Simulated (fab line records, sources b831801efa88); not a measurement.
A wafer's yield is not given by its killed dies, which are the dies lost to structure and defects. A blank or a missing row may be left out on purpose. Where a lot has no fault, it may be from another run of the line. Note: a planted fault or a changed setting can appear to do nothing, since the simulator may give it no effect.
Matching of chambers	flow sky130	SKY_FIELD_ISO_CMP_27 on cmp-01: 4 sister chambers
The step polishes, stops on Si3N4, t overpolish 16 s, target thk 457.8 nm. 8 wafers are shown with their chamber, then 8 later ones without.

WAFERS WITH THEIR CHAMBER
wafer	chamber	motor_current_A (A)	time_to_endpoint_s (s)
L227.2	3	11.6	109
L227.6	2	10.3	108
L229.1	3	11.7	108
L229.4	1	12.7	107
L230.3	2	10.3	111
L230.4	0	14.3	110
L230.6	0	14.3	114
L234.2	1	12.9	106

WAFERS MISSING THEIR CHAMBER
wafer	motor_current_A (A)	time_to_endpoint_s (s)
L234.5	13.6	108
L234.6	12.5	108
L238.1	11.1	103
L238.3	14.0	108
L238.6	12.1	104
L240.1	10.2	107
L240.4	11.8	107
L240.6	10.7	104

WHICH CHAMBER EACH ONE RAN IN
wafer	from the rows above	in truth
L234.5	can't be placed: 0 or 1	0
L234.6	1	1
L238.1	3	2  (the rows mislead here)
L238.3	0	0
L238.6	3	3
L240.1	2	2
L240.4	3	3
L240.6	2	2
Correct placement for 6 of the 8. These rows do not allow placing 1 (true chamber among the candidates in 1). Wrongly placed: 1.
How it was worked out, from the rows above alone: a wafer's distance from a chamber is the root of the sum, over the readings, of the square of ((its reading less the chamber's mean) divided by the reading's scatter). The wafer belongs to the nearest chamber; if the next one is less than 2 further off, it can't be placed. Each chamber's mean is taken over the wafers shown for it. The scatter: take each reading less its chamber's mean, square it, sum over the shown wafers, divide by the number of wafers less the number of chambers, and take the root.
